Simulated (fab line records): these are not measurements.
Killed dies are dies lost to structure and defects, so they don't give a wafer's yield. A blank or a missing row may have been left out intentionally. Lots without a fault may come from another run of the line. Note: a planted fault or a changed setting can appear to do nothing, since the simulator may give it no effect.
Matching of chambers :: flow sky130 :: 3 sister chambers for SKY_VIA3_HDPCVD_00 on hdpcvd-02
The step deposits SiO2, target thk 1635 nm, time 272.5 s. 14 wafers are shown with their chamber, then 7 later ones without.

== WAFERS PAIRED WITH THEIR CHAMBERS ==
wafer: L791.1
chamber: 0
run-length-s (s): 300.4

wafer: L791.2
chamber: 1
run-length-s (s): 299.7

wafer: L791.6
chamber: 0
run-length-s (s): 299.5

wafer: L795.1
chamber: 1
run-length-s (s): 300.4

wafer: L795.3
chamber: 2
run-length-s (s): 301.5

wafer: L795.4
chamber: 1
run-length-s (s): 299.6

wafer: L797.2
chamber: 1
run-length-s (s): 299.7

wafer: L797.3
chamber: 0
run-length-s (s): 299.7

wafer: L797.4
chamber: 1
run-length-s (s): 300.4

wafer: L796.1
chamber: 0
run-length-s (s): 299.6

wafer: L796.2
chamber: 2
run-length-s (s): 301.4

wafer: L796.4
chamber: 1
run-length-s (s): 300.2

wafer: L802.2
chamber: 1
run-length-s (s): 299.9

wafer: L802.5
chamber: 0
run-length-s (s): 299.5

SIGNATURES (means of the wafers above)
reading: run-length-s
chamber 0: 299.740
chamber 1: 299.986
chamber 2: 301.450
scatter within a chamber: 0.342
Rule: distance of a wafer from a chamber = root of the sum over the readings of ((wafer's reading minus chamber's mean) / reading's scatter) squared. If the next closest chamber is less than 2 further off than the closest, the wafer can't be placed; otherwise it belongs to the closest. The scatter: take each reading less its chamber's mean, square it, sum over the shown wafers, divide by the number of wafers less the number of chambers, and take the root.

== WAFERS WITHOUT THEIR CHAMBER ==
wafer: L802.6
run-length-s (s): 301.8

wafer: L804.1
run-length-s (s): 301.4

wafer: L804.3
run-length-s (s): 300.0

wafer: L804.5
run-length-s (s): 301.4

wafer: L808.1
run-length-s (s): 300.0

wafer: L808.4
run-length-s (s): 302.2

wafer: L808.6
run-length-s (s): 299.6

== WHICH CHAMBER EACH ONE RAN IN ==
wafer: L802.6
from the rows above: 2
in truth: 2

wafer: L804.1
from the rows above: 2
in truth: 2

wafer: L804.3
from the rows above: can't be placed: 1 or 0
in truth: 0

wafer: L804.5
from the rows above: 2
in truth: 2

wafer: L808.1
from the rows above: can't be placed: 1 or 0
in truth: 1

wafer: L808.4
from the rows above: 2
in truth: 2

wafer: L808.6
from the rows above: can't be placed: 0 or 1
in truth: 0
Correctly placed: 4 of 7. Unplaceable from these rows: 3, with the true chamber sitting among the candidates in 3. Wrongly placed: 0.
